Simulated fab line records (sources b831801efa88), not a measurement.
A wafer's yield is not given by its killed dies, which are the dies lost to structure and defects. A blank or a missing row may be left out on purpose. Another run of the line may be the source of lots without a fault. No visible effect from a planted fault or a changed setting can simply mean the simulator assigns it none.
Which tool is to blame? | flow sky130 | 14 lots, 42 wafers sampled, at 5 steps of a route of 708

WHAT THE GAUGES SHOWED, per wafer
SKY_NWELL_RS_MEAS_29: uses a four-point probe to measure.
lot  | measured     | on            | NWELL_RS (ohm/sq)
L886 | day 5 07:11  | film-metro-04 | 625.8 624.2 623.7
L888 | day 5 14:54  | film-metro-02 | 624.8 626.7 626.1
L889 | day 5 21:45  | film-metro-01 | 622.3 622.8 621.8
L890 | day 6 04:10  | film-metro-01 | 623.8 623.6 622.7
L891 | day 6 09:52  | film-metro-01 | 628.0 627.0 629.1
L893 | day 7 01:13  | film-metro-02 | 625.0 626.5 625.3
L894 | day 7 22:01  | film-metro-01 | 625.0 624.7 624.5
L896 | day 7 23:59  | film-metro-02 | 623.0 624.7 623.7
L895 | day 8 00:18  | film-metro-01 | 623.2 622.6 624.0
L899 | day 8 12:42  | film-metro-01 | 625.1 626.7 626.5
L900 | day 8 19:01  | film-metro-02 | 626.0 624.5 623.6
L904 | day 9 22:56  | film-metro-04 | 132.8 132.5 133.0
L905 | day 10 05:30 | film-metro-01 | 132.8 132.8 132.8
L909 | day 11 04:05 | film-metro-02 | 622.6 625.5 624.5

SKY_METAL1_CD_MEAS_15 targets a cd of 140 nm.
lot  | measured     | on        | cd-nm (nm)
L886 | day 32 11:59 | cd-sem-01 | 141.2 139.0 140.6
L888 | day 33 04:53 | cd-sem-01 | 139.2 138.1 137.1
L889 | day 33 11:40 | cd-sem-02 | 142.8 141.3 141.6
L890 | day 33 22:40 | cd-sem-02 | 140.8 139.0 140.5
L891 | day 34 05:37 | cd-sem-02 | 140.5 141.3 141.2
L893 | day 35 01:31 | cd-sem-02 | 140.6 139.8 141.2
L894 | day 36 01:30 | cd-sem-02 | 140.4 140.2 140.6
L896 | day 36 15:47 | cd-sem-02 | 140.7 140.7 141.4
L895 | day 36 16:55 | cd-sem-01 | 139.2 140.7 139.0
L899 | day 37 02:06 | cd-sem-02 | 141.9 144.0 142.0
L900 | day 37 06:49 | cd-sem-01 | 139.9 140.3 139.9
L909 | day 39 23:48 | cd-sem-01 | 140.7 142.7 140.6

SKY_VIA2_THK_MEAS_01.
lot  | measured     | on            | VIA2_HDPCVD_THK (nm)
L886 | day 34 22:31 | film-metro-01 | 1186 1192 1198
L888 | day 35 14:52 | film-metro-04 | 1209 1190 1209
L889 | day 35 22:01 | film-metro-03 | 1181 1181 1175
L890 | day 36 09:01 | film-metro-04 | 1195 1203 1201
L891 | day 36 14:59 | film-metro-04 | 1183 1171 1176
L893 | day 37 11:49 | film-metro-03 | 1170 1161 1172
L894 | day 38 08:56 | film-metro-04 | 1170 1167 1195
L896 | day 38 22:53 | film-metro-04 | 1177 1193 1188
L895 | day 39 00:25 | film-metro-04 | 1168 1152 1155
L899 | day 39 08:47 | film-metro-04 | 1189 1190 1183
L900 | day 39 13:18 | film-metro-03 | 1175 1178 1171
L909 | day 42 04:19 | film-metro-01 | 1193 1186 1168

SKY_VIA3_THK_MEAS_01.
lot  | measured     | on            | VIA3_HDPCVD_THK (nm)
L886 | day 38 08:26 | film-metro-01 | 1648 1656 1634
L888 | day 38 23:50 | film-metro-02 | 1627 1624 1621
L889 | day 39 07:06 | film-metro-01 | 1621 1632 1634
L890 | day 39 17:54 | film-metro-02 | 1643 1642 1624
L891 | day 39 23:56 | film-metro-02 | 1659 1658 1624
L893 | day 40 18:23 | film-metro-01 | 1635 1654 1629
L894 | day 41 12:43 | film-metro-03 | 1641 1643 1636
L896 | day 42 03:29 | film-metro-03 | 1668 1696 1678
L895 | day 42 05:20 | film-metro-02 | 1677 1644 1679
L899 | day 42 12:46 | film-metro-01 | 1658 1686 1643
L900 | day 42 16:23 | film-metro-03 | 1654 1659 1647
L909 | day 45 03:04 | film-metro-01 | 1657 1634 1643

TOOL THAT RAN EACH LOT (tool first, then ch and the chambers of the sampled wafers, then the start)
lot  | SKY_NWELL_RTA_28
L886 | rtp-anneal-01 ch 0, day 5 07:05
L888 | rtp-anneal-01 ch 0, day 5 14:48
L889 | rtp-anneal-01 ch 0, day 5 21:39
L890 | rtp-anneal-02 ch 0, day 6 04:04
L891 | rtp-anneal-01 ch 0, day 6 09:46
L893 | rtp-anneal-02 ch 0, day 7 01:07
L894 | rtp-anneal-02 ch 0, day 7 21:49
L896 | rtp-anneal-01 ch 0, day 7 23:52
L895 | rtp-anneal-02 ch 0, day 8 00:12
L899 | rtp-anneal-02 ch 0, day 8 12:35
L900 | rtp-anneal-01 ch 0, day 8 18:55
L904 | rtp-anneal-02, day 9 22:49
L905 | rtp-anneal-01, day 10 05:24
L909 | rtp-anneal-02 ch 0, day 11 03:58
- SKY_NWELL_RTA_28: time 30 s.

WHAT THE TOOLS THEMSELVES READ (means of the sampled wafers that have a number; where no wafer has one, the mark that the record gives instead)
SKY_NWELL_RTA_28.
lot  | tool          | anneal-temp-c-max | chamber-o2-ppm | lamp-power-pct (%) | wafer_temp_C_max
L886 | rtp-anneal-01 | 1055.3            | 2.009          | 25.32              | 1054.5
L888 | rtp-anneal-01 | 1054.2            | 2.001          | 25.31              | 1053.8
L889 | rtp-anneal-01 | 1054.1            | 2.002          | 25.42              | 1055.1
L890 | rtp-anneal-02 | 1052.5            | 1.981          | 25.29              | 1055.9
L891 | rtp-anneal-01 | 1054.1            | 2.019          | 25.33              | 1055.2
L893 | rtp-anneal-02 | 1054.2            | 2.026          | 25.28              | 1056.3
L894 | rtp-anneal-02 | 1054.7            | 2.032          | 25.30              | 1054.5
L896 | rtp-anneal-01 | 1053.5            | 1.992          | 25.37              | 1055.3
L895 | rtp-anneal-02 | 1054.6            | 1.979          | 25.28              | 1054.0
L899 | rtp-anneal-02 | 1054.0            | 2.005          | 25.26              | 1054.5
L900 | rtp-anneal-01 | 1053.9            | 1.992          | 25.29              | 1054.8
L904 | rtp-anneal-02 | -                 | -              | -                  | -
L905 | rtp-anneal-01 | -                 | -              | -                  | -
L909 | rtp-anneal-02 | 1053.9            | 1.976          | 25.27              | 1054.2

THE ANSWER, worked out from the rows above alone
Rule: the lots themselves supply what counts as usual. The widest of any qualifying gaps counts: lots, ordered by their means at a reading, are off when they make up no more than a third of the lots, leave a main group of 4 or more, and stand apart from it by 3 or more times the standard deviation of that group's means. The tables above print the reading to a certain number of digits; a main group whose means all agree to those digits is not used. Also off: a lot with no number at a reading for which 4 or more lots have one. All remaining lots with rows at the step are treated as sound. The gauges are gone through in route order, then the tools' own readings, and for those a lot's mean is taken as printed above. The first step at which some lot is off is used, and at that step the reading that is off furthest; a lot without a number counts as furthest.
Off: at SKY_NWELL_RS_MEAS_29 (NWELL_RS), L904, L905. The main group: mean 624.7 ohm/sq, standard deviation 1.5.
A tool fits if, at a process step before that reading, it ran every lot that is off, and no sound lot after the first of them. The gauges at SKY_NWELL_RS_MEAS_29 aren't tried: what is off there is off at SKY_NWELL_RTA_28 too, on other tools, and a gauge's error can't cause that. Not one of the candidates tried fits.

WHAT THE SIMULATOR HAD INSERTED
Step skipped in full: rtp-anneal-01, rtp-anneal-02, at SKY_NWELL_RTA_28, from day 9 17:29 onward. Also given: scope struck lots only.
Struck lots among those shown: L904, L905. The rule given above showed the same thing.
